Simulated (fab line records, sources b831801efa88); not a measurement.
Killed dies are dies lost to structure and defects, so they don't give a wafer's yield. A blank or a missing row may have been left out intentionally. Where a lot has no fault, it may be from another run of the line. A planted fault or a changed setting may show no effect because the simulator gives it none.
Which of the tools did it? | flow gf180mcu | 15 lots, 45 wafers sampled, at 4 steps of a route of 602

WHAT EACH GAUGE READ, for each wafer
GF_STI_THK_MEAS_02. Usual: for STI_OXIDATION_THK the level is 10.01 nm and the standard deviation is 0.2.
lot  | measured    | on            | STI_OXIDATION_THK (nm) | flag
L873 | day 1 17:04 | film metro-02 | 10.09 10.29 10.10      |
L875 | day 2 02:31 | film metro-02 | 9.85 9.82 9.71         |
L877 | day 2 13:32 | film metro-03 | 10.14 9.92 10.14       |
L879 | day 2 23:34 | film metro-02 | 10.08 9.93 10.01       |
L880 | day 3 03:31 | film metro-02 | 9.89 10.06 9.81        |
L883 | day 3 22:52 | film metro-02 | 9.83 9.87 9.77         |
L884 | day 4 03:10 | film metro-03 | 10.10 10.01 9.90       |
L885 | day 4 06:23 | film metro-04 | 9.95 9.92 10.08        |
L886 | day 4 10:26 | film metro-04 | 10.20 10.26 10.03      |
L887 | day 4 14:31 | film metro-02 | 9.75 9.78 9.74         |
L888 | day 4 20:25 | film metro-03 | 9.68 9.73 9.67         |
L891 | day 5 11:47 | film metro-03 | 10.09 9.93 9.86        |
L892 | day 5 15:32 | film metro-03 | 10.23 10.22 10.26      |
L893 | day 5 20:31 | film metro-02 | 10.24 10.34 10.19      |
L895 | day 6 06:31 | film metro-03 | 9.95 10.02 9.94        |

GF_NWELL_TW_MEAS_11. Usual: for NWELL_TW the level is 1567 and the standard deviation is 21.
lot  | measured    | on            | NWELL_TW       | flag
L873 | day 3 14:22 | film metro-03 | 1538 1542 1545 |
L875 | day 3 22:58 | film metro-03 | 1547 1547 1544 |
L877 | day 4 10:59 | film metro-01 | 1589 1579 1592 |
L879 | day 5 02:37 | film metro-04 | 1579 1581 1585 |
L880 | day 5 03:06 | film metro-04 | 1577 1574 1581 |
L883 | day 6 00:59 | film metro-03 | 1545 1554 1536 |
L884 | day 6 05:37 | film metro-01 | 1582 1588 1583 |
L885 | day 6 10:47 | film metro-03 | 1546 1541 1548 |
L886 | day 6 14:03 | film metro-01 | 1587 1581 1596 |
L887 | day 6 19:52 | film metro-04 | 1573 1579 1579 |
L888 | day 7 01:25 | film metro-01 | 1589 1576 1577 |
L891 | day 7 15:36 | film metro-03 | 1543 1540 1533 |
L892 | day 7 21:02 | film metro-01 | 1584 1586 1594 |
L893 | day 8 05:10 | film metro-04 | 1572 1570 1573 |
L895 | day 8 14:44 | film metro-01 | 1586 1573 1585 |

GF_VT_IMPLANT_OVL_MEAS_07. Usual: for VT_IMPLANT_OVL the level is -0.8 nm and the standard deviation is 1.2.
lot  | measured     | on         | VT_IMPLANT_OVL (nm) | flag
L873 | day 5 20:59  | overlay-01 | -0.1 1.5 0.1        |
L875 | day 6 06:42  | overlay-02 | -2.8 -1.3 -3.2      |
L877 | day 6 20:38  | overlay-01 | 1.2 0.2 0.5         |
L879 | day 7 14:14  | overlay-01 | -1.1 -1.4 1.0       |
L880 | day 7 15:56  | overlay-02 | -1.4 -0.7 -0.8      |
L883 | day 8 15:12  | overlay-02 | 1.1 -1.1 -0.4       |
L884 | day 8 20:36  | overlay-02 | 0.5 -0.3 -1.9       |
L885 | day 9 00:41  | overlay-02 | -2.7 -1.9 -3.3      |
L886 | day 9 06:09  | overlay-02 | -0.7 0.2 0.4        |
L887 | day 9 13:32  | overlay-02 | 0.1 -0.2 0.1        |
L888 | day 9 18:24  | overlay-02 | -4.4 -3.2 -2.6      |
L891 | day 10 11:33 | overlay-02 | -0.9 -1.5 -1.1      |
L892 | day 10 17:38 | overlay-02 | -1.1 -1.1 -0.2      |
L893 | day 11 03:51 | overlay-02 | -0.5 -0.5 0.0       |
L895 | day 11 13:19 | overlay-02 | 1.1 -0.9 0.8        |

EACH LOT AND THE TOOL THAT RAN IT (in order: tool; ch and the chambers of the sampled wafers; start)
lot  | GF_DNWELL_DEVELOP_06
L873 | litho track-04 ch 0, day 3 00:00
L875 | litho track-04 ch 0, day 3 09:00
L877 | litho track-04 ch 0, day 3 21:00
L879 | litho track-04 ch 0, day 4 12:00
L880 | litho track-02 ch 0, day 4 12:00
L883 | litho track-02 ch 0, day 5 10:00
L884 | litho track-02 ch 0, day 5 14:00
L885 | litho track-04 ch 0, day 5 19:00
L886 | litho track-04 ch 0, day 5 22:00
L887 | litho track-01 ch 0, day 6 03:00
L888 | litho track-04 ch 0, day 6 09:00
L891 | litho track-01 ch 0, day 6 23:00
L892 | litho track-01 ch 0, day 7 05:00
L893 | litho track-04 ch 0, day 7 13:00
L895 | litho track-04 ch 0, day 7 21:00
- GF_DNWELL_DEVELOP_06: develop time 61.45 s.

WHAT THE TOOLS THEMSELVES READ (means of the sampled wafers that have a number; where no wafer has one, the mark that the record gives instead)
GF_DNWELL_DEVELOP_06. Usual: chill plate temp C 23.00 C, standard deviation 0.1; developer temp C 23.02 C, standard deviation 0.11.
lot  | tool           | chill plate temp C (C) | developer temp C (C) | flag
L873 | litho track-04 | 22.99                  | 23.00                |
L875 | litho track-04 | 22.96                  | 23.01                |
L877 | litho track-04 | 23.02                  | 23.11                |
L879 | litho track-04 | 22.97                  | 23.05                |
L880 | litho track-02 | 23.04                  | 23.97                | OFF
L883 | litho track-02 | 23.00                  | 24.02                | OFF
L884 | litho track-02 | 22.97                  | 23.83                | OFF
L885 | litho track-04 | 22.94                  | 23.07                |
L886 | litho track-04 | 22.94                  | 22.99                |
L887 | litho track-01 | 22.99                  | 22.82                |
L888 | litho track-04 | 22.94                  | 23.01                |
L891 | litho track-01 | 23.11                  | 23.08                |
L892 | litho track-01 | 23.06                  | 22.95                |
L893 | litho track-04 | 22.98                  | 22.97                |
L895 | litho track-04 | 22.97                  | 22.98                |

THE ANSWER, worked out from the rows above alone
Rule: lot off if the mean of its wafers having a number is beyond 3 standard deviations from the usual mean. A lot without any number at a reading at which 4 lots or more have one is off too. All remaining lots with rows at the step are treated as sound. Order of review: gauges by route order, followed by the tools' own readings, for which a lot's mean as printed above is used. The first step at which some lot is off is used, and at that step the reading that is off furthest; a lot without a number counts as furthest.
Off: L880, L883, L884, at GF_DNWELL_DEVELOP_06 (developer temp C).
If a tool, at that step or one of the process steps before it, ran each lot that is off and ran no sound lot following the first of them, it fits. One candidate fits, namely litho track-02 at GF_DNWELL_DEVELOP_06. It ran no sound lot before its first lot that is off in this sample, so the start can't be narrowed down.
On the lots that are off, the tool's own readings at GF_DNWELL_DEVELOP_06 differ by more than 5 times the standard deviation of the sound lots' means, which bears it out; developer temp C reads 23.94 C there versus 23.00 C on the sound lots.

WHAT WAS PUT IN BY THE SIMULATOR
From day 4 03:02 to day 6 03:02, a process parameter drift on litho track-02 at GF_DNWELL_DEVELOP_06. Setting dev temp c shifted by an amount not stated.
Shown lots that were struck: L880, L883, L884. This agrees with what the rule above found.
